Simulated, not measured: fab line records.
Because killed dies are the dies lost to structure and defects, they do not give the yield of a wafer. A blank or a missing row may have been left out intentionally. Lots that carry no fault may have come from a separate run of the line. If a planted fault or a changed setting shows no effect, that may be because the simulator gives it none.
fab line records -- flow sky130
record: lots: 5, wafers: 15, lastDay: 50
route steps=708 shown NWELL@59 PWDE@84 VT_ADJUST_HVTP@85
lots that met no fault: taken from a fault-free run of the same line
startH: hours from the record's opening day to when the first of the lot's shown wafers began -- waitH: time in hours since the lot's previous step -- " repeats the value in the row above -- L1.1+2: several wafers, shown together as one row -- - no value, or no start was given -- * or withheld: withheld -- < > ~ a bound
route shown NAME@n: names a module that has steps shown in the file, with the first one's number in the route -- usual: the fault-free wafers' mean and standard deviation -- same: alike in all rows -- chamber/n: place in a boat -- sites: readings site by site -- _std_site: the values' standard deviation -- _edge_site: the outer-site mean with the inner-site mean subtracted -- radiusMm: for every site, how far away it sits from the centre of the wafer -- mask NAME#n: copy n -- behind: tool/chamber where the wafer was last shaped -- hold: reason for holding the lot/hours on hold/outcome of the hold -- device: whichever transistor did not switch (one of n, p or np) -- end of line: at the end of the route, the tests of the same wafers -- a step with no rows: only its recipe -- killed: not the wafer's yield, but the dies lost to structure and defects at the first sort -- map: a wafer's dies, x killed, . not, _ none there
set.NAME: setting as actually run; set.NAME@STEP: the setting as run at that earlier step -- model.NAME: the simulator's own value behind a step, which no gauge read
lots at selected steps of the route; one table per step, one row per wafer
services: from which hour (startH, from the record's first day; less than 0 if before it) a tool's chamber was out of use, for how many hours, and why
== steps ==
step: SKY_NWELL_SOFTBAKE_06
recipe: tempC: 110, timeS: withheld
lot.wafer,tool,chamber,startH,waitH
L079.1+4+6,lithoTrack-01,0,117.63,0.1
L082.1+5+6,lithoTrack-04,0,121.87,0.1
L081.2+5+6,lithoTrack-01,0,122.32,0.1
L090.2+4+5,lithoTrack-04,0,171.45,0.1
L095.1+3+6,lithoTrack-04,0,207.32,0.1
step: SKY_NWELL_EXPOSE_07
recipe: maskId: NWM, na: 0.6, sourceShape: conventional, sigmaOuter: 0.6, polarization: unpolarized, targetCdNm: 840, doseMj: 255
lot.wafer,tool,chamber,startH,waitH,mask
L079.1+4+6,ilineStepper-01,0,-,-,NWM#0
L082.1+5+6,ilineStepper-01,0,-,-,NWM#0
L081.2+5+6,ilineStepper-01,0,-,-,NWM#0
L090.2+4+5,ilineStepper-02,0,-,-,NWM#0
L095.1+3+6,ilineStepper-02,0,-,-,NWM#0
step: SKY_NWELL_PEB_08
recipe: tempC: 115, timeS: withheld
lot.wafer,tool,chamber,startH,waitH
L079.1+4+6,lithoTrack-04,0,-,-
L082.1+5+6,lithoTrack-01,0,-,-
L081.2+5+6,lithoTrack-03,0,-,-
L090.2+4+5,lithoTrack-01,0,-,-
L095.1+3+6,lithoTrack-01,0,-,-
step: SKY_NWELL_DEVELOP_09
recipe: wallAngleDeg: 90, developer: TMAH, developTimeS: 60, devTempC: 23
same: developTimeS: 60
lot.wafer,tool,chamber,startH,waitH
L079.1+4+6,lithoTrack-04,0,-,-
L082.1+5+6,lithoTrack-01,0,-,-
L081.2+5+6,lithoTrack-03,0,-,-
L090.2+4+5,lithoTrack-01,0,-,-
L095.1+3+6,lithoTrack-01,0,-,-
step: SKY_NWELL_OVL_MEAS_10
usual: NWELL_00_OVL: 0.8/1.2
lot.wafer,tool,chamber,startH,waitH,NWELL_00_OVL[nm]
L079.1,overlay-02,-,126.87,-,1.2
L079.4,overlay-02,-,126.87,-,0.5
L079.6,overlay-02,-,126.87,-,-1.0
L082.1,overlay-02,-,131.38,-,1.2
L082.5,overlay-02,-,131.38,-,3.2
L082.6,overlay-02,-,131.38,-,0.1
L081.2,overlay-01,-,131.68,-,0.2
L081.5,overlay-01,-,131.68,-,1.0
L081.6,overlay-01,-,131.68,-,4.2
L090.2,overlay-02,-,181.99,-,0.4
L090.4,overlay-02,-,181.99,-,0.4
L090.5,overlay-02,-,181.99,-,-0.3
L095.1,overlay-01,-,218.68,-,2.7
L095.3,overlay-01,-,218.68,-,2.5
L095.6,overlay-01,-,218.68,-,2.1
step: SKY_NWELL_IMPLANT_11
recipe: species: P, energyKev: 404.8, doseCm2: 1.9e+13, tiltDeg: withheld
usual: beamEnergyKeV: 404.79/0.13
lot.wafer,tool,chamber,startH,waitH,beamEnergyKeV
L079.1,implanter-02,0,126.91,0.0,404.88
L079.4,implanter-02,0,126.91,0.0,404.76
L079.6,implanter-02,0,126.91,0.0,404.78
L082.1,implanter-01,0,131.42,0.0,404.96
L082.5,implanter-01,0,131.42,0.0,404.88
L082.6,implanter-01,0,131.42,0.0,404.76
L081.2,implanter-01,0,131.90,0.2,404.90
L081.5,implanter-01,0,131.90,0.2,404.93
L081.6,implanter-01,0,131.90,0.2,404.69
L090.2,implanter-01,0,182.04,0.0,405.02
L090.4,implanter-01,0,182.04,0.0,404.94
L090.5,implanter-01,0,182.04,0.0,404.85
L095.1,implanter-01,0,218.72,0.0,404.80
L095.3,implanter-01,0,218.72,0.0,404.77
L095.6,implanter-01,0,218.72,0.0,404.86
step: SKY_NWELL_IMPLANT_12
recipe: species: P, energyKev: 120, doseCm2: 1.3e+12, tiltDeg: withheld
usual: beamEnergyKeV: 120.00/0.033
lot.wafer,tool,chamber,startH,waitH,beamEnergyKeV
L079.1,implanter-02,0,127.06,0.1,119.96
L079.4,implanter-02,0,127.06,0.1,119.96
L079.6,implanter-02,0,127.06,0.1,120.00
L082.1,implanter-01,0,131.57,0.1,119.99
L082.5,implanter-01,0,131.57,0.1,119.99
L082.6,implanter-01,0,131.57,0.1,119.98
L081.2,implanter-01,0,132.05,0.1,119.97
L081.5,implanter-01,0,132.05,0.1,120.00
L081.6,implanter-01,0,132.05,0.1,120.02
L090.2,implanter-01,0,182.19,0.1,120.05
L090.4,implanter-01,0,182.19,0.1,120.05
L090.5,implanter-01,0,182.19,0.1,120.03
L095.1,implanter-01,0,218.87,0.1,119.99
L095.3,implanter-01,0,218.87,0.1,120.02
L095.6,implanter-01,0,218.87,0.1,120.01
step: SKY_NWELL_IMPLANT_13
recipe: species: P, energyKev: 50, doseCm2: 7e+11, tiltDeg: withheld
usual: beamEnergyKeV: 50.001/0.016
lot.wafer,tool,chamber,startH,waitH,beamEnergyKeV
L079.1,implanter-02,0,127.21,0.1,50.004
L079.4,implanter-02,0,127.21,0.1,50.006
L079.6,implanter-02,0,127.21,0.1,49.997
L082.1,implanter-01,0,131.72,0.1,49.994
L082.5,implanter-01,0,131.72,0.1,49.989
L082.6,implanter-01,0,131.72,0.1,50.014
L081.2,implanter-01,0,132.20,0.1,49.992
L081.5,implanter-01,0,132.20,0.1,49.985
L081.6,implanter-01,0,132.20,0.1,49.987
L090.2,implanter-01,0,182.34,0.1,50.043
L090.4,implanter-01,0,182.34,0.1,50.011
L090.5,implanter-01,0,182.34,0.1,50.030
L095.1,implanter-01,0,219.02,0.1,50.005
L095.3,implanter-01,0,219.02,0.1,50.002
L095.6,implanter-01,0,219.02,0.1,50.023
step: SKY_NWELL_STRIP_14
recipe: chemistry: O2/N2, powerW: 1400, pressureMtorr: 1500, platenTempC: withheld, o2FlowSccm: 3000, n2FlowSccm: 300, overashFraction: 0.5
usual: drypumpMotorCurrentA: 5.60/0.24, oesProductAu: 0.722/0.0045, stripTimeToEndpointS: 36.91/0.14
lot.wafer,tool,chamber,startH,waitH,drypumpMotorCurrentA,oesProductAu,rfHoursCounterH,stripTimeToEndpointS
L079.1,plasmaAsher-03,1,127.36,0.1,5.74,0.723,47,37.03
L079.4,plasmaAsher-03,1,127.36,0.1,5.75,0.717,-,36.95
L079.6,plasmaAsher-03,1,127.36,0.1,5.75,0.727,-,36.91
L082.1,plasmaAsher-02,1,131.87,0.1,5.83,0.723,1,36.98
L082.5,plasmaAsher-02,1,131.87,0.1,5.84,0.731,-,36.99
L082.6,plasmaAsher-02,0,131.87,0.1,5.57,0.720,-,36.96
L081.2,plasmaAsher-03,0,132.32,0.1,5.61,0.718,47,36.80
L081.5,plasmaAsher-03,0,132.32,0.1,5.62,0.718,-,36.69
L081.6,plasmaAsher-03,1,132.32,0.1,5.74,0.724,-,36.84
L090.2,plasmaAsher-03,1,182.47,0.1,5.75,0.717,53,36.78
L090.4,plasmaAsher-03,1,182.47,0.1,5.74,0.725,-,36.85
L090.5,plasmaAsher-03,0,182.47,0.1,5.62,0.722,-,36.75
L095.1,plasmaAsher-03,0,219.17,0.1,5.62,0.725,57,36.85
L095.3,plasmaAsher-03,1,219.17,0.1,5.75,0.720,-,36.87
L095.6,plasmaAsher-03,1,219.17,0.1,5.73,0.721,-,36.78
step: SKY_NWELL_TW_MEAS_15
usual: NWELL_TW: 1833/15
lot.wafer,tool,chamber,startH,waitH,NWELL_TW
L079.1,filmMetro-02,-,127.46,0.1,1838
L079.4,filmMetro-02,-,127.46,0.1,1833
L079.6,filmMetro-02,-,127.46,0.1,1837
L082.1,filmMetro-03,-,131.97,0.1,1856
L082.5,filmMetro-03,-,131.97,0.1,1839
L082.6,filmMetro-03,-,131.97,0.1,1838
L081.2,filmMetro-01,-,132.43,0.1,1819
L081.5,filmMetro-01,-,132.43,0.1,1819
L081.6,filmMetro-01,-,132.43,0.1,1813
L090.2,filmMetro-02,-,182.58,0.1,1843
L090.4,filmMetro-02,-,182.58,0.1,1850
L090.5,filmMetro-02,-,182.58,0.1,1840
L095.1,filmMetro-03,-,219.27,0.1,1845
L095.3,filmMetro-03,-,219.27,0.1,1837
L095.6,filmMetro-03,-,219.27,0.1,1847
step: SKY_NWELL_DEHYDRATE_16
recipe: tempC: 200, timeS: 60
lot.wafer,tool,chamber,startH,waitH
L079.1+4+6,lithoTrack-04,0,136.62,9.2
L082.1+5+6,lithoTrack-03,0,140.98,9.0
L081.2+5+6,lithoTrack-01,0,141.66,9.2
L090.2+4+5,lithoTrack-04,0,192.39,9.8
L095.1+3+6,lithoTrack-01,0,229.63,10.4
step: SKY_NWELL_HMDS_17
recipe: primeTimeS: 60, primeTempC: 120
lot.wafer,tool,chamber,startH,waitH
L079.1+4+6,lithoTrack-04,0,136.77,0.1
L082.1+5+6,lithoTrack-03,0,141.13,0.1
L081.2+5+6,lithoTrack-01,0,141.81,0.1
L090.2+4+5,lithoTrack-04,0,192.54,0.1
L095.1+3+6,lithoTrack-01,0,229.78,0.1
step: SKY_NWELL_COAT_18
recipe: spinRpm: 2000, resistThkNm: 3000
lot.wafer,tool,chamber,startH,waitH
L079.1+4+6,lithoTrack-04,0,136.92,0.1
L082.1+5+6,lithoTrack-03,0,141.28,0.1
L081.2+5+6,lithoTrack-01,0,141.96,0.1
L090.2+4+5,lithoTrack-04,0,192.69,0.1
L095.1+3+6,lithoTrack-01,0,229.93,0.1
step: SKY_NWELL_SOFTBAKE_19
recipe: tempC: 110, timeS: withheld
lot.wafer,tool,chamber,startH,waitH
L079.1+4+6,lithoTrack-04,0,137.07,0.1
L082.1+5+6,lithoTrack-03,0,141.43,0.1
L081.2+5+6,lithoTrack-01,0,142.12,0.1
L090.2+4+5,lithoTrack-04,0,192.85,0.1
L095.1+3+6,lithoTrack-01,0,230.08,0.1
step: SKY_NWELL_EXPOSE_20
recipe: maskId: NWM_COMPLEMENT, na: 0.6, sourceShape: conventional, sigmaOuter: 0.6, polarization: unpolarized, targetCdNm: 840, doseMj: 260
lot.wafer,tool,chamber,startH,waitH,mask
L079.1+4+6,ilineStepper-01,0,-,-,NWM_COMPLEMENT#0
L082.1+5+6,ilineStepper-01,0,-,-,NWM_COMPLEMENT#0
L081.2+5+6,ilineStepper-01,0,-,-,NWM_COMPLEMENT#0
L090.2+4+5,ilineStepper-02,0,-,-,NWM_COMPLEMENT#0
L095.1+3+6,ilineStepper-02,0,-,-,NWM_COMPLEMENT#0
step: SKY_NWELL_PEB_21
recipe: tempC: 115, timeS: withheld
lot.wafer,tool,chamber,startH,waitH
L079.1+4+6,lithoTrack-04,0,-,-
L082.1+5+6,lithoTrack-04,0,-,-
L081.2+5+6,lithoTrack-03,0,-,-
L090.2+4+5,lithoTrack-03,0,-,-
L095.1+3+6,lithoTrack-03,0,-,-
step: SKY_NWELL_DEVELOP_22
recipe: wallAngleDeg: 90, developer: TMAH, developTimeS: 60, devTempC: 23
same: developTimeS: 60
lot.wafer,tool,chamber,startH,waitH
L079.1+4+6,lithoTrack-04,0,-,-
L082.1+5+6,lithoTrack-04,0,-,-
L081.2+5+6,lithoTrack-03,0,-,-
L090.2+4+5,lithoTrack-03,0,-,-
L095.1+3+6,lithoTrack-03,0,-,-
step: SKY_NWELL_OVL_MEAS_23
usual: NWELL_01_OVL: 0.3/1.7
lot.wafer,tool,chamber,startH,waitH,NWELL_01_OVL[nm]
L079.1,overlay-02,-,145.97,-,-0.6
L079.4,overlay-02,-,145.97,-,-1.0
L079.6,overlay-02,-,145.97,-,-1.0
L082.1,overlay-02,-,150.67,-,-1.7
L082.5,overlay-02,-,150.67,-,-4.1
L082.6,overlay-02,-,150.67,-,-2.2
L081.2,overlay-02,-,151.53,-,-0.8
L081.5,overlay-02,-,151.53,-,-1.4
L081.6,overlay-02,-,151.53,-,-1.1
L090.2,overlay-01,-,203.43,-,4.8
L090.4,overlay-01,-,203.43,-,2.5
L090.5,overlay-01,-,203.43,-,1.7
L095.1,overlay-01,-,241.33,-,0.8
L095.3,overlay-01,-,241.33,-,0.7
L095.6,overlay-01,-,241.33,-,-0.2
step: SKY_NWELL_IMPLANT_24
recipe: species: B, energyKev: 140, doseCm2: 9.2e+12, tiltDeg: withheld
usual: beamEnergyKeV: 140.00/0.041
lot.wafer,tool,chamber,startH,waitH,beamEnergyKeV
L079.1,implanter-01,0,146.01,0.0,140.01
L079.4,implanter-01,0,146.01,0.0,140.01
L079.6,implanter-01,0,146.01,0.0,139.99
L082.1,implanter-03,0,150.71,0.0,140.06
L082.5,implanter-03,0,150.71,0.0,140.01
L082.6,implanter-03,0,150.71,0.0,140.01
L081.2,implanter-01,0,151.59,0.0,140.04
L081.5,implanter-01,0,151.59,0.0,140.00
L081.6,implanter-01,0,151.59,0.0,139.96
L090.2,implanter-03,0,203.49,0.0,140.01
L090.4,implanter-03,0,203.49,0.0,140.01
L090.5,implanter-03,0,203.49,0.0,139.98
L095.1,implanter-03,0,241.36,0.0,140.03
L095.3,implanter-03,0,241.36,0.0,140.02
L095.6,implanter-03,0,241.36,0.0,140.02
step: SKY_NWELL_STRIP_25
recipe: chemistry: O2/N2, powerW: 1400, pressureMtorr: 1500, platenTempC: withheld, o2FlowSccm: 3000, n2FlowSccm: 300, overashFraction: 0.5
usual: drypumpMotorCurrentA: 5.54/0.28, oesProductAu: 0.722/0.0047, stripTimeToEndpointS: 36.93/0.12
lot.wafer,tool,chamber,startH,waitH,drypumpMotorCurrentA,oesProductAu,rfHoursCounterH,stripTimeToEndpointS
L079.1,plasmaAsher-01,1,146.16,0.1,5.12,0.713,34,36.85
L079.4,plasmaAsher-01,0,146.16,0.1,5.73,0.726,-,36.93
L079.6,plasmaAsher-01,1,146.16,0.1,5.10,0.723,-,36.86
L082.1,plasmaAsher-01,0,150.86,0.1,5.70,0.726,35,36.98
L082.5,plasmaAsher-01,0,150.86,0.1,5.73,0.714,-,36.93
L082.6,plasmaAsher-01,1,150.86,0.1,5.11,0.723,-,36.91
L081.2,plasmaAsher-01,1,151.71,0.1,5.08,0.725,35,36.85
L081.5,plasmaAsher-01,0,151.71,0.1,5.69,0.725,-,36.75
L081.6,plasmaAsher-01,1,151.71,0.1,5.10,0.720,-,36.79
L090.2,plasmaAsher-01,1,203.61,0.1,5.10,0.719,41,36.92
L090.4,plasmaAsher-01,1,203.61,0.1,5.11,0.729,-,36.94
L090.5,plasmaAsher-01,1,203.61,0.1,5.12,0.719,-,36.94
L095.1,plasmaAsher-01,0,241.51,0.1,5.69,0.728,45,36.84
L095.3,plasmaAsher-01,0,241.51,0.1,5.71,0.718,-,36.89
L095.6,plasmaAsher-01,0,241.51,0.1,5.69,0.721,-,36.77
step: SKY_NWELL_TW_MEAS_26
usual: NWELL_2_TW: 497/4.3
lot.wafer,tool,chamber,startH,waitH,NWELL_2_TW
L079.1,filmMetro-01,-,146.26,0.1,493
L079.4,filmMetro-01,-,146.26,0.1,493
L079.6,filmMetro-01,-,146.26,0.1,493
L082.1,filmMetro-01,-,150.96,0.1,492
L082.5,filmMetro-01,-,150.96,0.1,490
L082.6,filmMetro-01,-,150.96,0.1,495
L081.2,filmMetro-02,-,151.82,0.1,502
L081.5,filmMetro-02,-,151.82,0.1,501
L081.6,filmMetro-02,-,151.82,0.1,504
L090.2,filmMetro-01,-,203.72,0.1,496
L090.4,filmMetro-01,-,203.72,0.1,494
L090.5,filmMetro-01,-,203.72,0.1,492
L095.1,filmMetro-01,-,241.61,0.1,496
L095.3,filmMetro-01,-,241.61,0.1,496
L095.6,filmMetro-01,-,241.61,0.1,497
step: SKY_NWELL_CLEAN_27
recipe: chemistry: SC1/SC2, mix: 1:4:20, tempC: 70, timeS: 150, dry: n2Spin
usual: bathGuardTempC: 70.0/0.6
lot.wafer,tool,chamber,startH,waitH,bathGuardTempC
L079.1,wetBench-02,1,146.32,0.1,70.5
L079.4,wetBench-02,1,146.32,0.1,70.2
L079.6,wetBench-02,1,146.32,0.1,70.3
L082.1,wetBench-02,1,151.02,0.1,70.5
L082.5,wetBench-02,1,151.02,0.1,70.1
L082.6,wetBench-02,1,151.02,0.1,70.5
L081.2,wetBench-04,2,151.87,0.0,70.6
L081.5,wetBench-04,2,151.87,0.0,71.1
L081.6,wetBench-04,2,151.87,0.0,70.5
L090.2,wetBench-04,1,203.77,0.0,69.8
L090.4,wetBench-04,1,203.77,0.0,69.7
L090.5,wetBench-04,1,203.77,0.0,69.6
L095.1,wetBench-04,3,241.67,0.1,70.4
L095.3,wetBench-04,3,241.67,0.1,69.9
L095.6,wetBench-04,3,241.67,0.1,70.4
step: SKY_NWELL_RTA_28
recipe: tempC: 1050, timeS: 30, idleTempC: 650, rampUpCPerS: 150, rampDownCPerS: 90, ambient: N2
usual: lampPowerPct: 25.30/0.061, wafer_temp_C_max: 1054.9/0.9
lot.wafer,tool,chamber,startH,waitH,lampPowerPct,wafer_temp_C_max
L079.1,rtpAnneal-02,0,146.37,0.0,25.31,1055.1
L079.4,rtpAnneal-02,0,146.37,0.0,25.29,1054.8
L079.6,rtpAnneal-02,0,146.37,0.0,25.30,1056.8
L082.1,rtpAnneal-02,0,151.07,0.0,25.30,1054.4
L082.5,rtpAnneal-02,0,151.07,0.0,25.31,1055.1
L082.6,rtpAnneal-02,0,151.07,0.0,25.27,1055.4
L081.2,rtpAnneal-01,0,151.94,0.0,25.34,1055.0
L081.5,rtpAnneal-01,0,151.94,0.0,25.24,1054.9
L081.6,rtpAnneal-01,0,151.94,0.0,25.45,1053.5
L090.2,rtpAnneal-01,0,203.84,0.0,25.22,1054.1
L090.4,rtpAnneal-01,0,203.84,0.0,25.35,1053.9
L090.5,rtpAnneal-01,0,203.84,0.0,25.28,1055.6
L095.1,rtpAnneal-02,0,241.72,0.0,25.26,1055.4
L095.3,rtpAnneal-02,0,241.72,0.0,25.31,1056.6
L095.6,rtpAnneal-02,0,241.72,0.0,25.35,1055.1
step: SKY_NWELL_RS_MEAS_29
recipe: thkMeasGauge: four-point-probe
usual: NWELL_RS: 622.7/1.4
lot.wafer,tool,chamber,startH,waitH,NWELL_RS[ohm/sq]
L079.1,filmMetro-03,-,146.47,0.1,622.8
L079.4,filmMetro-03,-,146.47,0.1,624.1
L079.6,filmMetro-03,-,146.47,0.1,623.5
L082.1,filmMetro-01,-,151.17,0.1,619.2
L082.5,filmMetro-01,-,151.17,0.1,619.1
L082.6,filmMetro-01,-,151.17,0.1,620.2
L081.2,filmMetro-01,-,152.04,0.1,623.0
L081.5,filmMetro-01,-,152.04,0.1,621.8
L081.6,filmMetro-01,-,152.04,0.1,623.5
L090.2,filmMetro-03,-,203.94,0.1,624.6
L090.4,filmMetro-03,-,203.94,0.1,625.1
L090.5,filmMetro-03,-,203.94,0.1,625.0
L095.1,filmMetro-01,-,241.88,0.1,624.6
L095.3,filmMetro-01,-,241.88,0.1,624.8
L095.6,filmMetro-01,-,241.88,0.1,623.4
step: SKY_NWELL_RS_MEAS_31
recipe: thkMeasGauge: four-point-probe
usual: PWDE_RS: 5277/17
lot.wafer,tool,chamber,startH,waitH,PWDE_RS[ohm/sq]
L079.1,filmMetro-03,-,146.71,0.1,5273
L079.4,filmMetro-03,-,146.71,0.1,5252
L079.6,filmMetro-03,-,146.71,0.1,5258
L082.1,filmMetro-01,-,151.41,0.1,5302
L082.5,filmMetro-01,-,151.41,0.1,5276
L082.6,filmMetro-01,-,151.41,0.1,5276
L081.2,filmMetro-01,-,152.28,0.1,5280
L081.5,filmMetro-01,-,152.28,0.1,5284
L081.6,filmMetro-01,-,152.28,0.1,5277
L090.2,filmMetro-03,-,204.18,0.1,5258
L090.4,filmMetro-03,-,204.18,0.1,5256
L090.5,filmMetro-03,-,204.18,0.1,5255
L095.1,filmMetro-01,-,242.12,0.1,5274
L095.3,filmMetro-01,-,242.12,0.1,5281
L095.6,filmMetro-01,-,242.12,0.1,5299
step: SKY_VT_ADJUST_HVTP_DEHYDRATE_00
recipe: tempC: 200, timeS: 60
lot.wafer,tool,chamber,startH,waitH
L079.1+4+6,lithoTrack-03,0,154.78,8.0
L082.1+5+6,lithoTrack-03,0,160.53,9.1
L081.2+5+6,lithoTrack-03,0,161.15,8.8
L090.2+4+5,lithoTrack-04,0,215.44,11.2
L095.1+3+6,lithoTrack-03,0,252.93,10.8
step: SKY_VT_ADJUST_HVTP_HMDS_01
recipe: primeTimeS: 60, primeTempC: 120
lot.wafer,tool,chamber,startH,waitH
L079.1+4+6,lithoTrack-03,0,154.93,0.1
L082.1+5+6,lithoTrack-03,0,160.68,0.1
L081.2+5+6,lithoTrack-03,0,161.30,0.1
L090.2+4+5,lithoTrack-04,0,215.59,0.1
L095.1+3+6,lithoTrack-03,0,253.08,0.1
step: SKY_VT_ADJUST_HVTP_COAT_02
recipe: resist: NOVOLAK, spinRpm: 3000, resistThkNm: 1140
lot.wafer,tool,chamber,startH,waitH
L079.1+4+6,lithoTrack-03,0,155.08,0.1
L082.1+5+6,lithoTrack-03,0,160.83,0.1
L081.2+5+6,lithoTrack-03,0,161.45,0.1
L090.2+4+5,lithoTrack-04,0,215.74,0.1
L095.1+3+6,lithoTrack-03,0,253.23,0.1
step: SKY_VT_ADJUST_HVTP_SOFTBAKE_03
recipe: tempC: 90.49, timeS: 60, resist: NOVOLAK
lot.wafer,tool,chamber,startH,waitH
L079.1+4+6,lithoTrack-03,0,155.23,0.1
L082.1+5+6,lithoTrack-03,0,160.98,0.1
L081.2+5+6,lithoTrack-03,0,161.60,0.1
L090.2+4+5,lithoTrack-04,0,215.89,0.1
L095.1+3+6,lithoTrack-03,0,253.38,0.1
step: SKY_VT_ADJUST_HVTP_EXPOSE_04
recipe: maskId: HVTPM, na: 0.6, sourceShape: conventional, sigmaOuter: 0.6, polarization: unpolarized, targetCdNm: 380, doseMj: 140
lot.wafer,tool,chamber,startH,waitH,mask
L079.1+4+6,ilineStepper-01,0,-,-,HVTPM#0
L082.1+5+6,ilineStepper-02,0,-,-,HVTPM#0
L081.2+5+6,ilineStepper-02,0,-,-,HVTPM#0
L090.2+4+5,ilineStepper-01,0,-,-,HVTPM#0
L095.1+3+6,ilineStepper-02,0,-,-,HVTPM#0
step: SKY_VT_ADJUST_HVTP_PEB_05
recipe: tempC: withheld, timeS: *, resist: NOVOLAK
lot.wafer,tool,chamber,startH,waitH
L079.1+4+6,lithoTrack-02,0,-,-
L082.1+5+6,lithoTrack-02,0,-,-
L081.2+5+6,lithoTrack-02,0,-,-
L090.2+4+5,lithoTrack-02,0,-,-
L095.1+3+6,lithoTrack-02,0,-,-
step: SKY_VT_ADJUST_HVTP_DEVELOP_06
recipe: resist: NOVOLAK, developer: TMAH, developTimeS: 60, devTempC: 23
same: developTimeS: 60
lot.wafer,tool,chamber,startH,waitH
L079.1+4+6,lithoTrack-02,0,164.57,0.1
L082.1+5+6,lithoTrack-02,0,171.67,0.1
L081.2+5+6,lithoTrack-02,0,172.29,0.1
L090.2+4+5,lithoTrack-02,0,226.44,0.1
L095.1+3+6,lithoTrack-02,0,265.42,0.1
step: SKY_VT_ADJUST_HVTP_CD_MEAS_07
recipe: targetCdNm: 380
usual: cdNm: 380.7/3
lot.wafer,tool,chamber,startH,waitH,cdNm
L079.1,cdSem-01,-,164.72,0.1,377.5
L079.4,cdSem-01,-,164.72,0.1,374.6
L079.6,cdSem-01,-,164.72,0.1,376.9
L082.1,cdSem-02,-,171.82,0.1,378.0
L082.5,cdSem-02,-,171.82,0.1,377.7
L082.6,cdSem-02,-,171.82,0.1,378.5
L081.2,cdSem-01,-,172.44,0.1,383.2
L081.5,cdSem-01,-,172.44,0.1,381.8
L081.6,cdSem-01,-,172.44,0.1,380.6
L090.2,cdSem-01,-,226.59,0.1,382.0
L090.4,cdSem-01,-,226.59,0.1,378.3
L090.5,cdSem-01,-,226.59,0.1,380.7
L095.1,cdSem-02,-,265.57,0.1,378.6
L095.3,cdSem-02,-,265.57,0.1,379.6
L095.6,cdSem-02,-,265.57,0.1,375.2
step: SKY_VT_ADJUST_HVTP_OVL_MEAS_08
usual: VT_ADJUST_HVTP_OVL: -1.1/1.5
lot.wafer,tool,chamber,startH,waitH,VT_ADJUST_HVTP_OVL[nm]
L079.1,overlay-01,-,164.84,0.1,0.4
L079.4,overlay-01,-,164.84,0.1,-0.2
L079.6,overlay-01,-,164.84,0.1,1.7
L082.1,overlay-02,-,171.94,0.1,-2.5
L082.5,overlay-02,-,171.94,0.1,-2.7
L082.6,overlay-02,-,171.94,0.1,-2.6
L081.2,overlay-02,-,172.54,0.1,0.7
L081.5,overlay-02,-,172.54,0.1,-2.2
L081.6,overlay-02,-,172.54,0.1,-1.3
L090.2,overlay-01,-,226.69,0.1,0.4
L090.4,overlay-01,-,226.69,0.1,0.6
L090.5,overlay-01,-,226.69,0.1,1.0
L095.1,overlay-02,-,265.69,0.1,-1.2
L095.3,overlay-02,-,265.69,0.1,-1.9
L095.6,overlay-02,-,265.69,0.1,-2.2
step: SKY_VT_ADJUST_HVTP_IMPLANT_09
recipe: species: As, energyKev: 150, doseCm2: 4.3e+12, tiltDeg: withheld
usual: beamEnergyKeV: 150.01/0.049
lot.wafer,tool,chamber,startH,waitH,beamEnergyKeV
L079.1,implanter-03,0,164.87,0.0,150.15
L079.4,implanter-03,0,164.87,0.0,150.03
L079.6,implanter-03,0,164.87,0.0,150.06
L082.1,implanter-04,0,171.97,0.0,149.94
L082.5,implanter-04,0,171.97,0.0,150.03
L082.6,implanter-04,0,171.97,0.0,149.96
L081.2,implanter-02,0,172.60,0.0,150.03
L081.5,implanter-02,0,172.60,0.0,150.02
L081.6,implanter-02,0,172.60,0.0,150.09
L090.2,implanter-02,0,226.75,0.0,150.03
L090.4,implanter-02,0,226.75,0.0,150.08
L090.5,implanter-02,0,226.75,0.0,150.02
L095.1,implanter-03,0,265.72,0.0,150.01
L095.3,implanter-03,0,265.72,0.0,150.01
L095.6,implanter-03,0,265.72,0.0,149.98
step: SKY_VT_ADJUST_HVTP_STRIP_10
recipe: chemistry: O2/N2, powerW: 1400, pressureMtorr: 1500, platenTempC: withheld, o2FlowSccm: 3000, n2FlowSccm: 300, overashFraction: 0.5
usual: drypumpMotorCurrentA: 5.7/0.32, oesProductAu: 0.715/0.0045, stripTimeToEndpointS: 14.18/0.055
lot.wafer,tool,chamber,startH,waitH,drypumpMotorCurrentA,oesProductAu,rfHoursCounterH,stripTimeToEndpointS
L079.1,plasmaAsher-01,0,165.02,0.1,5.7,0.709,36,14.25
L079.4,plasmaAsher-01,0,165.02,0.1,5.7,0.714,-,14.26
L079.6,plasmaAsher-01,1,165.02,0.1,5.1,0.718,-,14.24
L082.1,plasmaAsher-04,0,172.12,0.1,5.8,0.729,49,14.14
L082.5,plasmaAsher-04,0,172.12,0.1,5.8,0.713,-,14.18
L082.6,plasmaAsher-04,1,172.12,0.1,6.1,0.717,-,14.15
L081.2,plasmaAsher-02,1,172.72,0.1,5.8,0.716,2,14.16
L081.5,plasmaAsher-02,0,172.72,0.1,5.5,0.722,-,14.16
L081.6,plasmaAsher-02,1,172.72,0.1,5.8,0.713,-,14.17
L090.2,plasmaAsher-01,1,226.87,0.1,5.1,0.719,44,14.14
L090.4,plasmaAsher-01,1,226.87,0.1,5.1,0.714,-,14.16
L090.5,plasmaAsher-01,0,226.87,0.1,5.7,0.723,-,14.13
L095.1,plasmaAsher-02,0,265.87,0.1,5.6,0.720,10,14.27
L095.3,plasmaAsher-02,1,265.87,0.1,5.8,0.714,-,14.27
L095.6,plasmaAsher-02,0,265.87,0.1,5.6,0.717,-,14.27
== services ==
tool,chamber,startH,hours,kind
implanter-02,-,104.66,1.3,repair
ilineStepper-02,-,106.17,23.0,repair
plasmaAsher-02,-,108.75,9.0,pm
implanter-04,-,115.95,0.5,repair
implanter-02,-,128.29,0.8,repair
wetBench-02,-,129.80,1.9,pm
implanter-03,-,130.44,5.9,pm
plasmaAsher-02,-,133.83,28.1,pm
ilineStepper-02,-,141.81,0.5,repair
ilineStepper-01,-,167.76,28.9,pm
plasmaAsher-02,-,184.72,14.6,pm
implanter-01,-,196.60,7.2,repair
ilineStepper-01,-,197.48,12.7,repair
ilineStepper-01,-,210.41,4.4,pm
plasmaAsher-04,-,212.44,14.6,pm
implanter-02,-,216.12,10.5,repair
implanter-04,-,216.35,3.5,pm
implanter-04,-,220.82,0.6,repair
implanter-04,-,224.83,0.7,repair
implanter-01,-,232.34,27.8,pm
ilineStepper-01,-,250.74,1.7,pm
implanter-04,-,253.82,2.1,repair
implanter-01,-,262.03,1.9,repair
plasmaAsher-02,-,262.62,1.3,repair
== key ==
fault none
